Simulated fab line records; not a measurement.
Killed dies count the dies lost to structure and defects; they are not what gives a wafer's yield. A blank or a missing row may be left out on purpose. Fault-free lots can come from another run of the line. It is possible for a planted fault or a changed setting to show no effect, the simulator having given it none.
A lot that was struck, set against a sound lot / flow sfqLine / 15 steps out of a route of 325
Sound: the wafers L668.1, L668.4, L668.6. Struck: wafers L682.1, L682.4. (L682.6 of the same lot was not struck and is left out.) The cause comes at the end.
For every step that has rows: the tool of each side, followed by ch and its chambers, followed by its first start. Under that, the readings that differ: sound wafers / struck wafers / difference of the means / sigmas: that difference in standard deviations of wafers without a fault.
alike: readings whose means differ by less than 2 such deviations, and words and numbers that are the same on both sides. not compared: withheld readings, readings that some wafer has no value for, bounds like >300 that may hide the same value, and numbers for which the record gives no deviation and whose values overlap.
Wherever a step has rows on one side only, a row that says differs or no value, or a row with sigmas, the two part there. Non-overlapping numbers with no deviation appear without sigmas and do not part them. A reading that every wafer of one side lacks parts them only if that side has two wafers or more.

SFQ_TRILAYER_I7_VIA_STRIP_STRIP_191: strips in O2.
  sound on rieMetal-04 ch 0,1, day 80 21:13; struck on rieMetal-02 ch 0,1, day 91 01:05
  alike: drypumpMotorCurrentA, oesProductAu
  not compared: rfHoursCounterH
then, 8 steps without rows for these wafers: SFQ_TRILAYER_I7_VIA_STRIP_SOLV_CLEAN_192 (cleans in NMP, time 600 s); SFQ_TRILAYER_M8_LITHO_LOR_COAT_197; SFQ_TRILAYER_M8_LITHO_LOR_BAKE_198; SFQ_TRILAYER_M8_LITHO_COAT_193 (resist thk 600 nm); SFQ_TRILAYER_M8_LITHO_SOFTBAKE_199; SFQ_TRILAYER_M8_LITHO_EXPOSE_194 (exposes mask M8, target cd 2000 nm); SFQ_TRILAYER_M8_LITHO_PEB_196 (peb time 60 s); SFQ_TRILAYER_M8_LITHO_DEVELOP_195 (img clear 15 s, time 55 s).
SFQ_M8_OVL_MEAS_948:
  sound on overlay-01, day 85 05:07; struck on overlay-01, day 91 18:41
  alike: M8_OVL
then, 2 steps without rows for these wafers: SFQ_TRILAYER_M8_DEP_EVAP_197 (material Ti, target thk 20 nm, time 100 s); SFQ_TRILAYER_M8_DEP_EVAP_198 (material Pt, target thk 50 nm, time 250 s).
SFQ_TRILAYER_M8_DEP_EVAP_196: material Au, target thk 180 nm, time 900 s.
  sound on pvdSputter-01, day 85 05:23; struck on pvdSputter-01, day 91 18:57
reading=model.Au_of_TRILAYER_M8_DEP_EVAP_196.thkNm (nm); sound=184.3 186.1 182.6; struck=218.4 215.6; difference=+32.7; sigmas=
SFQ_M8_RS_MEAS_949: measurement is done with a four-point probe.
  sound on filmMetro-02, day 85 05:54; struck on filmMetro-01, day 91 19:46
reading=M8_AU_RS (ohm/sq); sound=0.1500 0.1486 0.1516; struck=0.1261 0.1279; difference=-0.0231; sigmas=-12
  not compared: hold
SFQ_M8_THK_MEAS_950: measures by xrf.
  sound on filmMetro-02, day 85 06:01; struck on filmMetro-01, day 92 01:09
reading=M8_AU_THK (nm); sound=184.4 186.6 183.0; struck=218.3 215.6; difference=+32.3; sigmas=+14
  not compared: hold

WHERE THEY PART
Last at SFQ_M8_THK_MEAS_950 as far as this record goes, first at SFQ_M8_RS_MEAS_949.

WHY: the cause the simulator had injected
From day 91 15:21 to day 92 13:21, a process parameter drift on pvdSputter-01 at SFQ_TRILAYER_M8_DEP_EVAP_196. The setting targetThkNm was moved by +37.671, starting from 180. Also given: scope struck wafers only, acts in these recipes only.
